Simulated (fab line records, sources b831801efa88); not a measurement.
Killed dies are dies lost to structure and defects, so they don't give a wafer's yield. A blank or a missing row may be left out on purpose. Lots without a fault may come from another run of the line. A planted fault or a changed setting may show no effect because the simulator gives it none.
A struck lot beside a sound one | flow gf180mcu | 37 steps out of a route of 602
Sound: wafers L596.1, L596.2, L596.6. Struck: wafers L609.1, L609.2, L609.5. The cause comes at the end.
At each step with rows: each side's tool, then ch and its chambers, then its first start. Under that, the readings that differ: sound wafers | struck wafers | difference of the means | sigmas: that difference in standard deviations of wafers without a fault.
alike: readings whose means differ by less than 2 such deviations, and words and numbers that are the same on both sides. not compared: withheld readings, readings that some wafer has no value for, bounds like >300 that may hide the same value, and numbers for which the record gives no deviation and whose values overlap.
The two part at a step that has a row with sigmas, a row that says differs or no value, or rows on one side only. Numbers that don't overlap but have no deviation are shown without sigmas and don't part them. A reading that every wafer of one side lacks parts them only if that side has two wafers or more.

first, 2 steps without rows for these wafers: GF_M1_PEB_12 (peb time 90 s); GF_M1_DEVELOP_13 (develop time 60 s).
GF_M1_CD_MEAS_14: target cd 230 nm.
  sound on cd_sem-02, day 18 19:30; struck on cd_sem-02, day 23 09:02
  alike: cd_nm
GF_M1_OVL_MEAS_15:
  sound on overlay-02, day 18 19:37; struck on overlay-02, day 23 09:09
  reading     | sound    | struck  | difference | sigmas
  M1_OVL (nm) | -2 -4 -1 | 15 19 7 | +16        | +2
GF_M1_METAL_ETCH_16: etches the open film in Cl2/BCl3, stops on SiO2, target depth 750.8 nm, time 127.9 s.
  sound on rie_metal-01 ch 0,1, day 18 19:40; struck on rie_metal-04 ch 0,1, day 23 09:11
  reading                     | sound       | struck      | difference | sigmas
  drypump_motor_current_A (A) | 5.8 6.4 6.4 | 5.5 5.0 5.5 | -0.9       | -2
  alike: mfc_cl2_sccm, oes_product_au, throttle_valve_pct
  not compared: rf_hours_counter_h
then, 4 steps without rows for these wafers: GF_M1_STRIP_17 (strips in O2/N2); GF_M1_STRIP_18 (strips in post etch residue remover, time 1200 s); GF_M1_CLEAN_19 (cleans in DIW); GF_V1_CVD_00 (deposits SiO2, target thk 600 nm, time 100 s).
GF_V1_THK_MEAS_01:
  sound on film_metro-03, day 18 20:28; struck on film_metro-01, day 23 09:56
  alike: V1_CVD_00_THK
GF_V1_CVD_02: deposits SiO2 from TEOS, target thk 850 nm, time 94.851 s.
  sound on pecvd-02 ch 0,2, day 18 20:31; struck on pecvd-04 ch 1,2, day 23 09:59
  alike: heater_power_w
GF_V1_THK_MEAS_03:
  sound on film_metro-01, day 18 20:35; struck on film_metro-04, day 23 10:04
  reading            | sound       | struck      | difference | sigmas
  V1_CVD_02_THK (nm) | 835 822 845 | 844 860 872 | +25        | +2
GF_V1_CMP_04: polishes SiO2.
  sound on cmp-01 ch 0,1,2, day 18 20:45; struck on cmp-02 ch 0,1,2, day 23 10:07
  reading                             | sound           | struck            | difference | sigmas
  time_to_endpoint_s (s)              | 69 72 80        | 102 109 115       | +35        | +6
  model.SiO2_of_V1_CVD_02.thk_nm (nm) | 631 632.3 631.2 | 706.5 713.6 715.8 | +80.5      |
  alike: edge_zone_pressure_frac, motor_current_A
GF_V1_BOW_MEAS_05:
  sound on film_metro-03, day 18 20:57; struck on film_metro-04, day 23 10:25
  alike: V1_BOW
then, 8 steps without rows for these wafers: GF_V1_DEHYDRATE_06 (time 60 s); GF_V1_HMDS_07 (prime time 60 s); GF_V1_COAT_08; GF_V1_COAT_09 (resist thk 1000 nm); GF_V1_SOFTBAKE_10 (time 60 s); GF_V1_EXPOSE_11 (exposes mask Via1, target cd 260 nm); GF_V1_PEB_12 (peb time 90 s); GF_V1_DEVELOP_13 (develop time 60 s).
GF_V1_CD_MEAS_14: target cd 260 nm.
  sound on cd_sem-02, day 19 21:44; struck on cd_sem-02, day 24 09:14
  alike: cd_nm
GF_V1_OVL_MEAS_15:
  sound on overlay-01, day 19 21:51; struck on overlay-01, day 24 09:21
  alike: V1_OVL
then, 1 step without rows for these wafers: GF_V1_ETCH_16 (etches BARC in N2/H2).
GF_V1_ETCH_17: etches SiO2 in C4F8/O2/Ar, stops on TiN, target depth 630 nm.
  sound on rie_diel-03 ch 0,2,3; struck on rie_diel-03 ch 0,1,2
  reading                        | sound             | struck            | difference | sigmas
  oes_product_au (a.u.)          | 0.857 0.858 0.856 | 0.912 0.915 0.917 | +0.058     | +13
  model.V1.feature_depth_nm (nm) | 631 632.3 631.2   | 706.5 713.6 715.8 | +80.5      |
  model.etch.depth_nm (nm)       | 631 632.3 631.2   | 706.5 713.6 715.8 | +80.5      |
then, 3 steps without rows for these wafers: GF_V1_STRIP_18 (strips in O2/N2); GF_V1_STRIP_19 (strips in post etch residue remover, time 1200 s); GF_V1_CLEAN_20 (cleans in DIW).
GF_V1_SPUTTER_21: material Ti, target thk 15 nm, time 80.02 s.
  sound on pvd_sputter-01, day 19 22:34; struck on pvd_sputter-01, day 24 10:03
  alike: throttle_valve_pct
GF_V1_SPUTTER_22: material TiN, target thk 10 nm, time 40 s.
  sound on pvd_sputter-01, day 19 22:37; struck on pvd_sputter-01, day 24 10:07
  alike: throttle_valve_pct
GF_V1_CVD_23: deposits W, target thk 350 nm, time 105.05 s.
  sound on cvd_w-02 ch 0,1, day 19 22:40; struck on cvd_w-01 ch 0,1, day 24 10:09
  alike: heater_power_w
GF_V1_RS_MEAS_24: measures by four-point-probe.
  sound on film_metro-03, day 19 22:46; struck on film_metro-01, day 24 10:16
  alike: V1_W_RS
GF_V1_THK_MEAS_25: measures by xrf.
  sound on film_metro-03, day 19 22:53; struck on film_metro-01, day 24 10:23
  alike: V1_W_THK
GF_V1_CMP_26: polishes, stops on SiO2, t overpolish 15 s, target thk 0 nm.
  sound on cmp-02 ch 0,1,2, day 19 22:57; struck on cmp-02 ch 1,2, day 24 10:32
  reading                             | sound             | struck          | difference | sigmas
  model.SiO2_of_V1_CVD_02.thk_nm (nm) | 627.2 628.5 627.5 | 702.7 709.8 712 | +80.4      |
  alike: edge_zone_pressure_frac, motor_current_A
then, 1 step without rows for these wafers: GF_M2_SPUTTER_00 (material Ti, target thk 37.5 nm, time 150 s).
-- the record jumps here: 9 days lie between the struck wafers' starts before and after (it left off in module M2 and takes up again in module PASSIVATION, whose first step shown is number 602 of the route) --
GF_PASSIVATION_PROBE_99:
  the record has rows for the struck wafers here (prober-01, day 33 16:07) and none for the sound ones

WHERE THEY PART
First at GF_M1_OVL_MEAS_15; last, within this record, at GF_PASSIVATION_PROBE_99.

WHY: what the simulator had put in
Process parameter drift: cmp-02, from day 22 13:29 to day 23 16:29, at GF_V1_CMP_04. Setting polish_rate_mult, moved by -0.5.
